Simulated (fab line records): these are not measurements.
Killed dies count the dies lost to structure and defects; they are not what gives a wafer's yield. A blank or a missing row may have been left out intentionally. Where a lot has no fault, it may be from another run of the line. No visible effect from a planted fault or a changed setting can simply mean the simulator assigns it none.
Chamber matching + flow sfq-line + 4 sister chambers for SFQ_TRILAYER_I2_CMP_CMP_064 on cmp-01
The step polishes SiO2. 4 wafers are shown with their chamber, then 9 later ones without.

## EACH WAFER AND ITS CHAMBER
| wafer  | chamber | motor-current-A (A) |
|--------|---------|---------------------|
| L775.5 | 2       | 9.2                 |
| L786.1 | 1       | 10.2                |
| L786.4 | 0       | 11.0                |
| L786.6 | 3       | 12.5                |

## WAFERS WHOSE CHAMBER IS MISSING
| wafer  | motor-current-A (A) |
|--------|---------------------|
| L787.2 | 8.9                 |
| L787.5 | 8.9                 |
| L787.6 | 9.5                 |
| L792.3 | 10.7                |
| L792.1 | 12.5                |
| L792.6 | 10.2                |
| L793.1 | 12.5                |
| L793.4 | 8.8                 |
| L793.5 | 9.3                 |

## CHAMBER TAKEN BY EACH
| wafer  | from the rows above     | in truth                   |
|--------|-------------------------|----------------------------|
| L787.2 | 2                       | 2                          |
| L787.5 | 2                       | 2                          |
| L787.6 | can't be placed: 2 or 1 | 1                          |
| L792.3 | can't be placed: 0 or 1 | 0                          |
| L792.1 | 3                       | 3                          |
| L792.6 | 1                       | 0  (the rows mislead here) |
| L793.1 | 3                       | 3                          |
| L793.4 | 2                       | 2                          |
| L793.5 | 2                       | 2                          |
6 of 9 placed correctly. These rows do not allow placing 2 (true chamber among the candidates in 2). Placed wrongly: 1.
How it was worked out, from the rows above alone: a wafer's distance from a chamber is the root of the sum, over the readings, of the square of ((its reading less the chamber's mean) divided by the reading's scatter). If the next closest chamber is less than 2 further off than the closest, the wafer can't be placed; otherwise it belongs to the closest. For every chamber, the mean is computed from those of its wafers that are shown. The scatter: with one shown wafer a chamber, the root of the mean of the squares of how far each hidden wafer lies from its nearest shown one.
